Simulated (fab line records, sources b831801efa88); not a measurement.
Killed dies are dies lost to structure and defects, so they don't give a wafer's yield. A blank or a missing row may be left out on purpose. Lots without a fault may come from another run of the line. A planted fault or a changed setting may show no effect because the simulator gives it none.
fab line records | flow sky130 | part 1 of 2: steps 1 to 27 of 37
record lots=5 wafers=15 last_day=49
route steps=708 shown METAL2@506 VIA2@507 METAL3@532 CAPM@537
lots that met no fault: from a run of the same line without faults
start_h: hours from the record's first day to the start of the lot's first wafer shown | wait_h: hours since the lot's step before | " the same as in the row above | L1.1+2: a row that stands for several wafers | - no value, or no start given | * or withheld: withheld | < > ~ a bound
route shown NAME@n: a module of which the file shows steps, and the number in the route of the first | usual: mean/standard deviation of fault-free wafers | same: alike in all rows | chamber/n: place in a boat | sites: the reading at each site | _std_site: their standard deviation | _edge_site: outer sites' mean less inner sites' | radius_mm: how far each site lies from the wafer's centre | mask NAME#n: copy n | behind: the tool/chamber that last shaped the wafer | hold: why the lot was held/for how many hours/how that ended | device: the transistor (n, p or np) that didn't switch | end of line: the same wafers' tests at the end of the route | a step without rows: its recipe alone | killed: dies lost to structure and defects at the first sort, not the wafer's yield | map: a wafer's dies, x killed, . not, _ none there
set.NAME: the setting as run; set.NAME@STEP: as run at that earlier step | model.NAME: the simulator's own value behind a step, which no gauge read
lots at some steps of the route; a table a step, a row a wafer
services: from which hour (start_h, from the record's first day; less than 0 if before it) a tool's chamber was out of use, for how many hours, and why
## steps
# step SKY_METAL2_CLEAN_23
# recipe chemistry=O3/DIW dry=n2_spin
# columns lot.wafer tool chamber start_h wait_h
L084.1+4+6 wet_bench-04 2 890.71 0.0
L086.1+5+6 wet_bench-01 1 919.03 0.0
L087.2+5+6 wet_bench-01 3 923.38 0.0
L088.2+3+5 wet_bench-04 1 925.70 0.0
L094.2+4+5 wet_bench-01 3 966.33 0.0
# step SKY_VIA2_HDPCVD_00
# recipe material=SiO2 target_thk_nm=1180 sigma_open_frac=0.3 time_s=196.7 temp_c=400 sih4_flow_sccm=60 pressure_mtorr=6
# columns lot.wafer tool chamber start_h wait_h
L084.1+4+6 hdpcvd-02 2,2,1 890.81 0.0
L086.1+5+6 hdpcvd-02 0,0,1 919.12 0.0
L087.2+5+6 hdpcvd-01 2,1,0 923.47 0.0
L088.2+3+5 hdpcvd-02 0,1,2 925.80 0.0
L094.2+4+5 hdpcvd-01 1,1,2 966.42 0.0
# step SKY_VIA2_THK_MEAS_01
# recipe reads=SiO2_of_VIA2_HDPCVD_00
# usual VIA2_HDPCVD_THK=1170/16
# columns lot.wafer tool chamber start_h wait_h VIA2_HDPCVD_THK[nm]
L084.1 film_metro-02 - 890.94 0.1 1150
L084.4 " - " " 1169
L084.6 " - " " 1182
L086.1 film_metro-02 - 919.25 0.1 1157
L086.5 " - " " 1156
L086.6 " - " " 1176
L087.2 film_metro-01 - 923.61 0.1 1143
L087.5 " - " " 1169
L087.6 " - " " 1181
L088.2 film_metro-01 - 925.94 0.1 1152
L088.3 " - " " 1173
L088.5 " - " " 1178
L094.2 film_metro-03 - 966.56 0.1 1185
L094.4 " - " " 1166
L094.5 " - " " 1168
# step SKY_VIA2_CMP_02
# recipe material=SiO2 down_force_psi=4 platen_rpm=60 pad_velocity_m_s=0.94248
# usual motor_current_A=12.3/0.86
# columns lot.wafer tool chamber start_h wait_h motor_current_A
L084.1 cmp-01 3 891.10 0.1 11.7
L084.4 " 0 " " 11.5
L084.6 " 2 " " 12.9
L086.1 cmp-01 3 919.46 0.2 12.4
L086.5 " 0 " " 12.3
L086.6 " 1 " " 12.6
L087.2 cmp-01 0 923.84 0.2 12.0
L087.5 " 3 " " 12.4
L087.6 " 0 " " 11.4
L088.2 cmp-02 3 926.04 0.1 12.5
L088.3 " 1 " " 9.4
L088.5 " 3 " " 12.0
L094.4 cmp-01 3 966.69 0.1 12.9
L094.2 " 0 " " 12.5
L094.5 " 3 " " 13.0
# step SKY_VIA2_BOW_MEAS_03
# recipe mode=bow
# usual VIA2_BOW=88/7
# columns lot.wafer tool chamber start_h wait_h VIA2_BOW[um]
L084.1 film_metro-01 - 891.30 0.1 76
L084.4 " - " " 86
L084.6 " - " " 80
L086.1 film_metro-02 - 919.61 0.1 79
L086.5 " - " " 73
L086.6 " - " " 81
L087.2 film_metro-01 - 924.11 0.2 83
L087.5 " - " " 93
L087.6 " - " " 74
L088.2 film_metro-02 - 926.31 0.2 85
L088.3 " - " " 90
L088.5 " - " " 80
L094.2 film_metro-02 - 966.96 0.2 79
L094.4 " - " " 89
L094.5 " - " " 90
# step SKY_VIA2_DEHYDRATE_04
# recipe temp_c=200 time_s=60
# usual resist_line_temp_C=22.99/0.095
# columns lot.wafer tool chamber start_h wait_h resist_line_temp_C
L084.1 litho_track-04 0 903.58 12.3 23.08
L084.4 " 0 " " 22.82
L084.6 " 0 " " 23.10
L086.1 litho_track-04 0 931.18 11.5 22.98
L086.5 " 0 " " 22.81
L086.6 " 0 " " 22.95
L087.2 litho_track-02 0 936.13 12.0 23.04
L087.5 " 0 " " 23.11
L087.6 " 0 " " 23.01
L088.2 litho_track-02 0 938.33 12.0 22.97
L088.3 " 0 " " 23.12
L088.5 " 0 " " 22.99
L094.2 litho_track-03 0 978.22 11.2 23.00
L094.4 " 0 " " 22.81
L094.5 " 0 " " 23.03
# step SKY_VIA2_HMDS_05
# recipe prime_time_s=60 prime_temp_c=120
# usual resist_line_temp_C=23.02/0.1
# columns lot.wafer tool chamber start_h wait_h resist_line_temp_C
L084.1 litho_track-04 0 903.73 0.1 22.97
L084.4 " 0 " " 22.93
L084.6 " 0 " " 22.91
L086.1 litho_track-04 0 931.33 0.1 22.95
L086.5 " 0 " " 23.10
L086.6 " 0 " " 23.10
L087.2 litho_track-02 0 936.28 0.1 22.98
L087.5 " 0 " " 23.06
L087.6 " 0 " " 23.07
L088.2 litho_track-02 0 938.48 0.1 22.88
L088.3 " 0 " " 22.82
L088.5 " 0 " " 23.06
L094.2 litho_track-03 0 978.37 0.1 23.10
L094.4 " 0 " " 23.00
L094.5 " 0 " " 23.12
# step SKY_VIA2_COAT_06
# recipe resist=BARC temp_c=withheld time_s=withheld spin_rpm=3000 resist_thk_nm=60
# usual resist_line_temp_C=* spin_speed_rpm=2999.9/2.2
# columns lot.wafer tool chamber start_h wait_h resist_line_temp_C spin_speed_rpm
L084.1 litho_track-04 0 903.88 0.1 * 3000.3
L084.4 " 0 " " * 3001.2
L084.6 " 0 " " * 2999.7
L086.1 litho_track-04 0 931.48 0.1 * 3002.2
L086.5 " 0 " " * 3002.0
L086.6 " 0 " " * 2998.1
L087.2 litho_track-02 0 936.43 0.1 * 3000.4
L087.5 " 0 " " * 2999.1
L087.6 " 0 " " * 3001.4
L088.2 litho_track-02 0 938.63 0.1 * 3001.6
L088.3 " 0 " " * 3000.9
L088.5 " 0 " " * 2997.8
L094.2 litho_track-03 0 978.52 0.1 * 2999.1
L094.4 " 0 " " * 2998.0
L094.5 " 0 " " * 2999.9
# step SKY_VIA2_COAT_07
# recipe resist=KrF-thick spin_rpm=3000 resist_thk_nm=450
# usual resist_line_temp_C=23.03/0.094 spin_speed_rpm=2999.9/2.4
# columns lot.wafer tool chamber start_h wait_h resist_line_temp_C spin_speed_rpm
L084.1 litho_track-04 0 - - 22.94 2999.8
L084.4 " 0 " " 23.00 2997.1
L084.6 " 0 " " 23.02 3001.6
L086.1 litho_track-04 0 - - 22.95 3002.4
L086.5 " 0 " " 23.11 3000.5
L086.6 " 0 " " 23.03 3004.6
L087.2 litho_track-02 0 - - 23.11 2999.7
L087.5 " 0 " " 22.99 3001.9
L087.6 " 0 " " 23.04 2999.2
L088.2 litho_track-02 0 - - 22.96 3001.4
L088.3 " 0 " " 23.02 2998.1
L088.5 " 0 " " 23.00 3000.1
L094.2 litho_track-03 0 - - 23.14 2999.6
L094.4 " 0 " " 23.01 2996.2
L094.5 " 0 " " 23.02 2994.0
# step SKY_VIA2_SOFTBAKE_08
# recipe temp_c=100 time_s=90 resist=KrF-thick
# usual resist_line_temp_C=23.00/0.11
# columns lot.wafer tool chamber start_h wait_h resist_line_temp_C
L084.1 litho_track-04 0 - - 22.94
L084.4 " 0 " " 22.83
L084.6 " 0 " " 22.90
L086.1 litho_track-04 0 - - 22.83
L086.5 " 0 " " 22.97
L086.6 " 0 " " 23.05
L087.2 litho_track-02 0 - - 23.01
L087.5 " 0 " " 22.87
L087.6 " 0 " " 22.91
L088.2 litho_track-02 0 - - 23.04
L088.3 " 0 " " 22.92
L088.5 " 0 " " 23.06
L094.2 litho_track-03 0 - - 23.24
L094.4 " 0 " " 23.13
L094.5 " 0 " " 23.01
# step SKY_VIA2_EXPOSE_09
# recipe mask_id=VIM2 na=0.8 source_shape=annular sigma_inner=0.55 sigma_outer=0.85 target_cd_nm=200 dose_mj=38
# columns lot.wafer tool chamber start_h wait_h mask
L084.1+4+6 krf_scanner-01 0 - - VIM2#0
L086.1+5+6 krf_scanner-02 0 - - VIM2#0
L087.2+5+6 krf_scanner-02 0 - - VIM2#0
L088.2+3+5 krf_scanner-02 0 - - VIM2#0
L094.2+4+5 krf_scanner-02 0 - - VIM2#0
# step SKY_VIA2_PEB_10
# recipe peb_temp_c=withheld peb_time_s=withheld resist=KrF-thick
# usual resist_line_temp_C=*
# columns lot.wafer tool chamber start_h wait_h resist_line_temp_C
L084.1 litho_track-02 0 - - *
L084.4 " 0 " " *
L084.6 " 0 " " *
L086.1 litho_track-03 0 - - *
L086.5 " 0 " " *
L086.6 " 0 " " *
L087.2 litho_track-03 0 - - *
L087.5 " 0 " " *
L087.6 " 0 " " *
L088.2 litho_track-03 0 - - *
L088.3 " 0 " " *
L088.5 " 0 " " *
L094.2 litho_track-04 0 - - *
L094.4 " 0 " " *
L094.5 " 0 " " *
# step SKY_VIA2_DEVELOP_11
# recipe develop_time_s=60 resist=KrF-thick dev_temp_c=21
# usual resist_line_temp_C=23.00/0.092
# columns lot.wafer tool chamber start_h wait_h resist_line_temp_C
L084.1 litho_track-02 0 - - 22.97
L084.4 " 0 " " 23.01
L084.6 " 0 " " 23.13
L086.1 litho_track-03 0 - - 22.90
L086.5 " 0 " " 23.00
L086.6 " 0 " " 23.01
L087.2 litho_track-03 0 - - 23.06
L087.5 " 0 " " 23.13
L087.6 " 0 " " 23.20
L088.2 litho_track-03 0 - - 22.97
L088.3 " 0 " " 23.14
L088.5 " 0 " " 23.05
L094.2 litho_track-04 0 - - 22.91
L094.4 " 0 " " 22.85
L094.5 " 0 " " 23.02
# step SKY_VIA2_CD_MEAS_12
# recipe target_cd_nm=200
# usual cd_nm=199.8/1.5
# columns lot.wafer tool chamber start_h wait_h cd_nm
L084.1 cd_sem-02 - 917.11 - 198.6
L084.4 " - " " 198.0
L084.6 " - " " 197.3
L086.1 cd_sem-02 - 944.24 - 199.0
L086.5 " - " " 200.2
L086.6 " - " " 197.8
L087.2 cd_sem-01 - 948.71 - 200.0
L087.5 " - " " 200.2
L087.6 " - " " 200.0
L088.2 cd_sem-02 - 950.16 - 197.7
L088.3 " - " " 197.9
L088.5 " - " " 197.4
L094.2 cd_sem-02 - 990.65 - 199.3
L094.4 " - " " 201.4
L094.5 " - " " 198.1
# step SKY_VIA2_OVL_MEAS_13
# usual VIA2_OVL=2/5.1
# columns lot.wafer tool chamber start_h wait_h VIA2_OVL[nm]
L084.1 overlay-01 - 917.23 0.1 0
L084.4 " - " " -2
L084.6 " - " " 1
L086.1 overlay-01 - 944.36 0.1 5
L086.5 " - " " 6
L086.6 " - " " 1
L087.2 overlay-01 - 948.82 0.1 5
L087.5 " - " " 6
L087.6 " - " " 2
L088.2 overlay-02 - 950.27 0.1 4
L088.3 " - " " 3
L088.5 " - " " 2
L094.2 overlay-01 - 990.75 0.1 7
L094.4 " - " " 4
L094.5 " - " " 1
# step SKY_VIA2_ETCH_14
# recipe chemistry=N2/H2 target=BARC ion_energy_ev=200 source_w=500 bias_w=100 pressure_mtorr=30 n2_flow_sccm=100 h2_flow_sccm=200 stop_on=SiO2 time_s=45.9 target_depth_a=600
# usual drypump_motor_current_A=5.7/0.41 oes_product_au=0.855/0.0049 throttle_valve_pct=13.225/0.0097
# columns lot.wafer tool chamber start_h wait_h drypump_motor_current_A oes_product_au rf_hours_counter_h throttle_valve_pct
L084.1 rie_diel-01 0 917.27 0.0 5.1 0.864 12 13.234
L084.4 " 3 " " 5.2 0.857 8 13.223
L084.6 " 2 " " 5.9 0.854 - 13.214
L086.1 rie_diel-02 3 944.40 0.0 5.3 0.852 11 13.220
L086.5 " 1 " " 5.3 0.858 - 13.228
L086.6 " 0 " " 6.3 0.858 - 13.226
L087.2 rie_diel-02 3 948.85 0.0 5.3 0.851 11 13.226
L087.5 " 2 " " 5.9 0.861 - 13.222
L087.6 " 3 " " 5.3 0.847 - 13.214
L088.2 rie_diel-02 3 950.30 0.0 5.3 0.861 11 13.231
L088.3 " 0 " " 6.3 0.841 19 13.222
L088.5 " 3 " " 5.3 0.864 - 13.229
L094.2 rie_diel-02 2 990.78 0.0 5.9 0.855 7 13.228
L094.4 " 1 " " 5.3 0.856 14 13.218
L094.5 " 2 " " 5.9 0.857 - 13.219
# step SKY_VIA2_ETCH_15
# recipe target=SiO2 chemistry=C4F8/O2/Ar target_depth_nm=546 stop_on=TiN mask_material=KrF-thick source_w=1500 bias_w=1200 pressure_mtorr=40 c4f8_flow_sccm=withheld O2_flow_sccm=6 Ar_flow_sccm=300 time_s=84
# usual oes_product_au=0.939/0.0051
# columns lot.wafer tool chamber start_h wait_h oes_product_au rf_hours_counter_h
L084.1 rie_diel-01 0 917.31 0.0 0.930 12
L084.4 " 3 " " 0.937 8
L084.6 " 2 " " 0.943 -
L086.1 rie_diel-02 3 944.44 0.0 0.944 11
L086.5 " 1 " " 0.934 -
L086.6 " 0 " " 0.936 -
L087.2 rie_diel-02 3 948.89 0.0 0.935 11
L087.5 " 2 " " 0.941 -
L087.6 " 3 " " 0.942 -
L088.2 rie_diel-02 3 950.34 0.0 0.931 11
L088.3 " 0 " " 0.946 19
L088.5 " 3 " " 0.937 -
L094.2 rie_diel-02 2 990.83 0.0 0.943 7
L094.4 " 1 " " 0.951 14
L094.5 " 2 " " 0.933 -
# step SKY_VIA2_STRIP_16
# recipe chemistry=O2/N2 power_w=1400 pressure_mtorr=1500 platen_temp_c=withheld o2_flow_sccm=3000 n2_flow_sccm=300 overash_fraction=0.5
# usual drypump_motor_current_A=6.04/0.25 oes_product_au=0.398/0.0045 strip_time_to_endpoint_s=4.04/0.038
# same overash_fraction=0.5
# columns lot.wafer tool chamber start_h wait_h drypump_motor_current_A oes_product_au rf_hours_counter_h strip_time_to_endpoint_s
L084.1 plasma_asher-01 1 917.37 0.0 6.21 0.402 102 4.08
L084.4 " 1 " " 6.25 0.390 - 4.08
L084.6 " 0 " " 6.15 0.393 - 4.08
L086.1 plasma_asher-02 1 944.50 0.0 6.23 0.400 22 3.98
L086.5 " 1 " " 6.24 0.392 - 3.99
L086.6 " 0 " " 6.02 0.401 - 4.05
L087.2 plasma_asher-02 0 948.95 0.0 5.96 0.391 22 4.00
L087.5 " 0 " " 5.96 0.405 - 4.03
L087.6 " 1 " " 6.28 0.401 - 4.01
L088.2 plasma_asher-01 0 950.40 0.0 6.15 0.391 106 3.99
L088.3 " 1 " " 6.25 0.400 - 4.06
L088.5 " 1 " " 6.26 0.400 - 3.98
L094.2 plasma_asher-01 0 990.89 0.0 6.14 0.402 111 4.05
L094.4 " 1 " " 6.23 0.400 - 4.00
L094.5 " 0 " " 6.15 0.394 - 4.06
# step SKY_VIA2_STRIP_17
# recipe chemistry=post_etch_residue_remover time_s=1200 temp_c=72.5
# columns lot.wafer tool chamber start_h wait_h
L084.1+4+6 wet_bench-02 1 917.47 0.1
L086.1+5+6 wet_bench-04 0 944.60 0.1
L087.2+5+6 wet_bench-04 0 949.05 0.1
L088.2+3+5 wet_bench-04 1 950.50 0.1
L094.2+4+5 wet_bench-03 3 990.99 0.1
# step SKY_VIA2_CLEAN_18
# recipe chemistry=IPA time_s=180 temp_c=25
# columns lot.wafer tool chamber start_h wait_h
L084.1+4+6 wet_bench-04 3 917.84 0.0
L086.1+5+6 wet_bench-04 1 944.94 0.0
L087.2+5+6 wet_bench-03 3 949.39 0.0
L088.2+3+5 wet_bench-04 1 950.84 0.0
L094.2+4+5 wet_bench-03 3 991.33 0.0
# step SKY_VIA2_CLEAN_19
# recipe chemistry=O3/DIW dry=n2_spin
# columns lot.wafer tool chamber start_h wait_h
L084.1+4+6 wet_bench-02 1 917.90 0.0
L086.1+5+6 wet_bench-04 3 945.00 0.0
L087.2+5+6 wet_bench-03 3 949.45 0.0
L088.2+3+5 wet_bench-04 3 950.90 0.0
L094.2+4+5 wet_bench-03 2 991.39 0.0
# step SKY_VIA2_SPUTTER_20
# recipe material=TiN target_thk_nm=20 chamber_pressure_pa=5 power_w=4000 time_s=80
# usual throttle_valve_pct=29.9/0.95
# columns lot.wafer tool chamber start_h wait_h throttle_valve_pct
L084.1 pvd_sputter-01 - 918.00 0.0 28.6
L084.4 " - " " 30.7
L084.6 " - " " 30.9
L086.1 pvd_sputter-04 - 945.09 0.0 30.8
L086.5 " - " " 31.3
L086.6 " - " " 30.7
L087.2 pvd_sputter-04 - 949.54 0.0 31.1
L087.5 " - " " 30.7
L087.6 " - " " 31.1
L088.2 pvd_sputter-04 - 950.99 0.0 30.7
L088.3 " - " " 29.9
L088.5 " - " " 30.2
L094.2 pvd_sputter-04 - 991.48 0.0 30.7
L094.4 " - " " 31.1
L094.5 " - " " 31.1
# step SKY_VIA2_CVD_21
# recipe material=W target_thk_nm=420 time_s=126.4 temp_c=400 pressure_torr=40
# usual heater_power_w=888/130
# columns lot.wafer tool chamber start_h wait_h heater_power_w
L084.1 cvd_w-02 1 918.06 0.0 776
L084.4 " 0 " " 907
L084.6 " 0 " " 901
L086.1 cvd_w-01 0 945.15 0.0 752
L086.5 " 1 " " 1051
L086.6 " 0 " " 747
L087.2 cvd_w-01 1 949.60 0.0 1061
L087.5 " 1 " " 1059
L087.6 " 0 " " 768
L088.2 cvd_w-01 1 951.05 0.0 1044
L088.3 " 1 " " 1053
L088.5 " 1 " " 1027
L094.2 cvd_w-02 0 991.54 0.0 923
L094.4 " 0 " " 898
L094.5 " 0 " " 930
# step SKY_VIA2_RS_MEAS_22
# recipe thk_meas_gauge=four-point-probe reads=W_of_VIA2_CVD_21+TiN_of_VIA2_SPUTTER_20
# usual VIA2_W_RS=0.270/0.0049
# columns lot.wafer tool chamber start_h wait_h VIA2_W_RS[ohm/sq]
L084.1 film_metro-01 - 918.19 0.1 0.267
L084.4 " - " " 0.281
L084.6 " - " " 0.281
L086.1 film_metro-01 - 945.28 0.1 0.273
L086.5 " - " " 0.269
L086.6 " - " " 0.272
L087.2 film_metro-01 - 949.75 0.1 0.268
L087.5 " - " " 0.265
L087.6 " - " " 0.272
L088.2 film_metro-01 - 951.20 0.1 0.267
L088.3 " - " " 0.269
L088.5 " - " " 0.267
L094.2 film_metro-03 - 991.69 0.1 0.277
L094.4 " - " " 0.277
L094.5 " - " " 0.277
# step SKY_VIA2_THK_MEAS_23
# recipe thk_meas_gauge=xrf reads=W_of_VIA2_CVD_21
# usual VIA2_W_THK=435/7.6
# columns lot.wafer tool chamber start_h wait_h VIA2_W_THK[nm]
L084.1 film_metro-01 - 918.31 0.1 439
L084.4 " - " " 422
L084.6 " - " " 418
L086.1 film_metro-01 - 945.40 0.1 424
L086.5 " - " " 432
L086.6 " - " " 430
L087.2 film_metro-01 - 949.86 0.1 437
L087.5 " - " " 440
L087.6 " - " " 428
L088.2 film_metro-01 - 951.31 0.1 434
L088.3 " - " " 436
L088.5 " - " " 433
L094.2 film_metro-03 - 991.80 0.1 425
L094.4 " - " " 426
L094.5 " - " " 426
# step SKY_VIA2_CMP_24
# recipe stop_on=SiO2 t_overpolish_s=20 down_force_psi=3.5 platen_rpm=60 target_thk_nm=0 pad_velocity_m_s=0.94248
# usual motor_current_A=11.3/0.84 overpolish_run_s=19.999/0.0091 time_to_endpoint_s=102/4.4
# columns lot.wafer tool chamber start_h wait_h motor_current_A overpolish_run_s time_to_endpoint_s
L084.1 cmp-02 1 918.37 0.1 9.3 20.001 100
L084.4 " 3 " " 11.0 20.000 92
L084.6 " 1 " " 9.8 20.001 94
L086.1 cmp-01 2 945.46 0.1 12.4 19.994 111
L086.5 " 2 " " 11.9 20.005 109
L086.6 " 3 " " 12.1 20.001 102
L087.2 cmp-02 0 949.91 0.0 11.1 19.994 99
L087.6 " 0 " " 11.1 20.013 98
L087.5 " 1 " " 9.5 20.010 104
L088.3 cmp-02 0 951.46 0.1 11.6 19.997 95
L088.2 " 1 " " 9.8 19.995 102
L088.5 " 3 " " 11.1 20.001 101
L094.2 cmp-01 3 991.85 0.0 11.4 19.999 101
L094.4 " 2 " " 11.8 20.017 107
L094.5 " 3 " " 11.5 20.009 102
# step SKY_METAL3_SPUTTER_00
# recipe material=Ti target_thk_nm=15 power_w=3000 time_s=10 chamber_pressure_pa=0.4
# usual throttle_valve_pct=30.2/0.75
# columns lot.wafer tool chamber start_h wait_h throttle_valve_pct
L084.1 pvd_sputter-04 - 918.67 0.2 31.2
L084.4 " - " " 29.8
L084.6 " - " " 30.1
L086.1 pvd_sputter-03 - 945.76 0.2 30.2
L086.5 " - " " 29.2
L086.6 " - " " 30.0
L087.2 pvd_sputter-01 - 950.21 0.2 29.3
L087.5 " - " " 29.2
L087.6 " - " " 28.8
L088.2 pvd_sputter-01 - 951.66 0.1 29.3
L088.3 " - " " 30.6
L088.5 " - " " 28.7
L094.2 pvd_sputter-03 - 992.15 0.2 29.9
L094.4 " - " " 29.7
L094.5 " - " " 30.2
